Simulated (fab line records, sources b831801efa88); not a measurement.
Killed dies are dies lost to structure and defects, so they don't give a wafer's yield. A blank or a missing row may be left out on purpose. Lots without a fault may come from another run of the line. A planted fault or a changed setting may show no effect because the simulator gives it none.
Chamber matching | flow sky130 | SKY_CONTACT_CMP_04 on cmp-01: 4 sister chambers
The step polishes SiO2. 8 wafers are shown with their chamber, then 7 later ones without.

WAFERS WITH THEIR CHAMBER
wafer  | chamber | motor_current_A (A) | head_pressure_psi (psi)
L784.5 | 1       | 11.8                | 4.005
L800.5 | 3       | 12.8                | 3.984
L801.4 | 1       | 12.3                | 4.012
L801.6 | 2       | 10.9                | 3.996
L802.5 | 0       | 12.2                | 4.010
L802.6 | 3       | 13.0                | 3.997
L803.1 | 2       | 10.5                | 3.994
L803.2 | 0       | 11.9                | 4.009

WAFERS WITHOUT THEIR CHAMBER
wafer  | motor_current_A (A) | head_pressure_psi (psi)
L803.6 | 12.8                | 4.010
L804.2 | 12.5                | 4.008
L804.3 | 13.1                | 4.007
L804.5 | 11.7                | 3.993
L805.2 | 12.3                | 3.987
L805.3 | 12.6                | 4.005
L805.4 | 11.9                | 4.019

WHICH CHAMBER EACH WENT THROUGH
wafer  | from the rows above               | in truth
L803.6 | can't be placed: 0 or 1 or 3      | 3
L804.2 | can't be placed: 1 or 0 or 3      | 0
L804.3 | can't be placed: 3 or 1 or 0      | 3
L804.5 | can't be placed: 1 or 0 or 2 or 3 | 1
L805.2 | can't be placed: 3 or 1 or 0      | 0
L805.3 | can't be placed: 1 or 0 or 3      | 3
L805.4 | can't be placed: 0 or 1           | 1
Placed correctly: 0 of 7. Can't be placed from these rows: 7 (the true chamber is among the candidates in 7). Placed wrongly: 0.
How it was worked out, from the rows above alone: a wafer's distance from a chamber is the root of the sum, over the readings, of the square of ((its reading less the chamber's mean) divided by the reading's scatter). The wafer belongs to the nearest chamber; if the next one is less than 2 further off, it can't be placed. A chamber's mean is the mean of its shown wafers. The scatter: the root of (the sum of the squares of (reading less its chamber's mean) over the shown wafers, divided by (wafers less chambers)).
